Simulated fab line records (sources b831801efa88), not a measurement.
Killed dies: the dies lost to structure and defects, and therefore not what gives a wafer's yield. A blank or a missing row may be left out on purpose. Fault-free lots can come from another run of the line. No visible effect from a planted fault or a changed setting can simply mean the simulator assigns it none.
One fault seen from 2 desks    flow gf180mcu    each desk has only its own numbers; what lay behind them comes last

## METROLOGY DESK
Means of the sampled wafers that have a number, per lot and without regard to the tool the lot ran on: this is what the gauges read. Any lot whose mean is over 4 standard deviations away from the usual mean is out of limits and marked OUT; that distance is given in the brackets.
Columns: A = NWELL_OVL at GF_NWELL_OVL_MEAS_07, usual 0.2 nm; B = NWELL_TW at GF_NWELL_TW_MEAS_11, usual 1581; C = NWELL_RS at GF_VT_IMPLANT_RS_MEAS_47, usual 486.6 ohm/sq
lot   first seen here  A     B                     C
L623  day 3 08:43      2.1   1570                  487.5
L626  day 4 01:31      -0.4  1594                  486.3
L627  day 4 04:00      1.5   1592                  488.1
L628  day 4 10:28      0.4   1583                  488.2
L630  day 4 21:25      0.2   1594                  484.2
L632  day 5 08:55      -1.4  1602                  487.6
L639  day 6 22:57      -     30 (-99 or more) OUT  487.5
L640  day 7 04:08      -     30 (-99 or more) OUT  487.6
L641  day 7 10:57      -     30 (-99 or more) OUT  487.5
L643  day 7 20:01      0.2   1553                  485.9
L645  day 8 08:06      0.5   1564                  487.8
L646  day 8 14:09      0.4   1568                  486.6
Per this desk, out of limits: L639, L640, L641; the first was L639, day 6 22:57 (NWELL_TW at GF_NWELL_TW_MEAS_11). Within limits: L623, L626, L627, L628, L630, L632, L643, L645, L646.

## FOR THE TOOL OWNER'S DESK: litho_track-03
The tool's own readings at GF_NWELL_DEVELOP_06 (develop time 60 s): means of the sampled wafers that have a number, for each lot that ran on this tool. Any lot whose mean is over 4 standard deviations away from the usual mean is out of limits and marked OUT; that distance is given in the brackets.
Columns: A = resist_line_temp_C at GF_NWELL_DEVELOP_06, usual 22.99 C
lot   first seen here  A
L626  day 4 01:00      23.12
L628  day 4 10:00      22.95
L632  day 5 08:00      23.05
L639  day 6 22:00      22.97
L640  day 7 03:00      23.00
L641  day 7 10:00      22.92
Result from this desk: across the 6 lots, nothing is out of limits.

## BROUGHT TOGETHER
L639, L640, L641 would have let the metrology desk raise an alarm at day 6 22:57.
The desk of the tool owner found nothing out of limits.
The tool owner's desk has L639, L640, L641 on record, within its limits.
Of the lots named, all ran GF_NWELL_DEVELOP_06 on litho_track-03.

## WHAT THE SIMULATOR HAD PUT IN
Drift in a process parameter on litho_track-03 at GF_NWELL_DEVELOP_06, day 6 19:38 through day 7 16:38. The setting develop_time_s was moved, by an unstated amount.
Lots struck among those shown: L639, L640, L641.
Hours from the fault's start to each desk's first reading out of limits: the metrology desk, 3.
